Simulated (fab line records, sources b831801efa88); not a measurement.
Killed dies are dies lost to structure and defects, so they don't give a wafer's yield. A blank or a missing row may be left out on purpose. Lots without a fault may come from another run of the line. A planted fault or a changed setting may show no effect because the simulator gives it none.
One fault seen from 2 desks | flow sky130 | each desk has only its own numbers; what lay behind them comes last

THE METROLOGY DESK
What the gauges read, lot by lot, whatever tool the lot ran on: means of the sampled wafers that have a number. A lot is out of limits, marked OUT, if its mean lies more than 4 standard deviations from the usual mean; the brackets give that distance.
Columns: A = VT_ADJUST_PCH_TW at SKY_VT_ADJUST_PCH_TW_MEAS_10, usual 142.1; B = GATE_OXIDE_TW at SKY_GATE_OXIDE_TW_MEAS_14, usual 222
lot  | first seen here | A     | B
L900 | day 10 01:36    | 143.6 | 225
L902 | day 10 13:25    | 143.0 | 226
L904 | day 11 13:17    | 139.8 | 226
L907 | day 12 07:35    | 142.1 | 220
L908 | day 12 13:23    | 141.5 | 219
L917 | day 16 03:40    | 142.8 | 356 (+42) OUT
L916 | day 16 05:36    | 142.5 | 219
L918 | day 16 20:31    | 142.1 | 342 (+37) OUT
L921 | day 17 10:31    | 144.3 | 220
L920 | day 17 11:21    | 143.9 | 219
L922 | day 17 14:39    | 144.1 | 219
This desk's finding: out of limits on L917, L918; first on L917, day 20 07:10 (GATE_OXIDE_TW at SKY_GATE_OXIDE_TW_MEAS_14). In limits: L900, L902, L904, L907, L908, L916, L921, L920, L922.

THE TOOL OWNER'S DESK: implanter-04
The tool's own readings at SKY_GATE_OXIDE_IMPLANT_11: means of the sampled wafers that have a number, for each lot that ran on this tool. A lot is out of limits, marked OUT, if its mean lies more than 4 standard deviations from the usual mean; the brackets give that distance.
Columns: A = beam_on_s at SKY_GATE_OXIDE_IMPLANT_11, usual 10.00 s; B = dose_ions_cm2 at SKY_GATE_OXIDE_IMPLANT_11, usual 2.5998e+12; C = faraday_current_uA at SKY_GATE_OXIDE_IMPLANT_11, usual 14.7
lot  | first seen here | A     | B                            | C
L907 | day 15 23:42    | 9.88  | 2.6000e+12                   | 14.8
L908 | day 16 03:05    | 10.02 | 2.6051e+12                   | 14.7
L917 | day 20 06:50    | 10.21 | 1.2009e+13 (+99 or more) OUT | 66.5 (+99 or more) OUT
L918 | day 20 21:29    | 9.90  | 1.2011e+13 (+99 or more) OUT | 68.5 (+99 or more) OUT
This desk's finding: out of limits on L917, L918; first on L917, day 20 06:50 (dose_ions_cm2 at SKY_GATE_OXIDE_IMPLANT_11). In limits: L907, L908.

PUT TOGETHER
The tool owner's desk could have raised an alarm at day 20 06:50, on L917, L918.
The metrology desk could have raised an alarm at day 20 07:10, on L917, L918.
Of the lots named, all ran SKY_GATE_OXIDE_IMPLANT_11 on implanter-04.

WHAT THE SIMULATOR HAD PUT IN
Process parameter drift: implanter-04, from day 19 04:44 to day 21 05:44, at SKY_GATE_OXIDE_IMPLANT_11. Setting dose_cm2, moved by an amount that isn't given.
Lots struck among those shown: L917, L918.
Hours from the fault's start to each desk's first reading out of limits: the tool owner's desk, 26; the metrology desk, 26.
